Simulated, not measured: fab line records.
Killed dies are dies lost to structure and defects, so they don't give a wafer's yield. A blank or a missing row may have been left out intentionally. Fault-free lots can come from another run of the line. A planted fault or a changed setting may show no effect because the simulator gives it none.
One fault through the eyes of 2 desks + flow sky130 + each desk has only its own numbers; what lay behind them comes last

== FROM THE METROLOGY DESK ==
What the gauges read for every lot (on any tool): the sampled wafers with a number, averaged. Marked OUT: a lot whose mean sits more than 4 standard deviations from the usual mean, which makes it out of limits; the brackets give that distance.
Columns: A = VT_ADJUST_LVTN_2_TW at SKY_VT_ADJUST_LVTN_TW_MEAS_21, usual 187.9; B = cd nm at SKY_SONOS_ONO_CD_MEAS_13, usual 409.3 nm; C = LDD_LDN_OVL at SKY_LDD_LDN_OVL_MEAS_07, usual 0.5 nm
| lot  | first seen here | A                      | B     | C    |
|------|-----------------|------------------------|-------|------|
| L804 | day 7 15:18     | 187.6                  | 410.4 | -0.1 |
| L805 | day 7 22:30     | 188.9                  | 407.8 | 0.8  |
| L806 | day 8 05:03     | 187.1                  | 410.1 | -2.9 |
| L807 | day 8 12:02     | 189.3                  | 409.8 | 1.3  |
| L808 | day 8 22:15     | 189.5                  | 411.3 | -0.0 |
| L809 | day 9 03:48     | 187.7                  | 404.1 | 1.0  |
| L810 | day 9 12:06     | 190.2                  | 408.4 | 0.4  |
| L811 | day 9 17:52     | 187.8                  | 410.8 | 1.5  |
| L820 | day 12 04:36    | 30.2 (-99 or more) OUT | 408.9 | -0.9 |
| L823 | day 13 01:41    | 186.6                  | 407.7 | 0.5  |
| L824 | day 13 12:27    | 189.2                  | 409.8 | -0.6 |
| L825 | day 13 16:29    | 186.9                  | 412.8 | 0.9  |
| L827 | day 14 04:45    | 186.2                  | 409.2 | 1.7  |
This desk finds L820 out of limits, with the earliest case on L820 at day 12 04:36 (VT_ADJUST_LVTN_2_TW at SKY_VT_ADJUST_LVTN_TW_MEAS_21). Within limits: L804, L805, L806, L807, L808, L809, L810, L811, L823, L824, L825, L827.

== TOOL OWNER'S DESK, plasma asher-01 ==
The tool's own readings at SKY_VT_ADJUST_LVTN_STRIP_09 (strips in O2/N2): means of the sampled wafers that have a number, for each lot that ran on this tool. Marked OUT: a lot whose mean sits more than 4 standard deviations from the usual mean, which makes it out of limits; the brackets give that distance.
Columns: A = drypump motor current A at SKY_VT_ADJUST_LVTN_STRIP_09, usual 5.4 A; B = o2 flow sccm at SKY_VT_ADJUST_LVTN_STRIP_09, usual 3000 sccm; C = oes product au at SKY_VT_ADJUST_LVTN_STRIP_09, usual 0.722 a.u.; D = strip time to endpoint s at SKY_VT_ADJUST_LVTN_STRIP_09, usual 36.92 s
| lot  | first seen here | A   | B    | C               | D     |
|------|-----------------|-----|------|-----------------|-------|
| L805 | day 7 02:20     | 5.5 | 3000 | 0.722           | 36.95 |
| L810 | day 8 13:42     | 5.5 | 2995 | 0.720           | 36.97 |
| L811 | day 8 19:56     | 5.5 | 3003 | 0.725           | 36.90 |
| L820 | day 11 04:50    | 5.5 | 3003 | 0.944 (+48) OUT | -     |
Finding of this desk: L820 out of limits; the first was L820 at day 11 04:50, on oes product au at SKY_VT_ADJUST_LVTN_STRIP_09. Within limits: L805, L810, L811.

== ALL TOGETHER ==
On L820, at day 11 04:50, an alarm was possible from the tool owner's desk.
An alarm was possible from the metrology desk at day 12 04:36, on L820.
Every lot named ran SKY_VT_ADJUST_LVTN_STRIP_09 on plasma asher-01.

== WHAT WAS PUT IN BY THE SIMULATOR ==
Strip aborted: plasma asher-01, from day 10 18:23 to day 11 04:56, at SKY_VT_ADJUST_LVTN_STRIP_09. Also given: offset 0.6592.
Struck lots among those shown: L820.
Counting hours from when the fault started, the first reading out of limits came at 10 for the tool owner's desk and at 34 for the metrology desk.
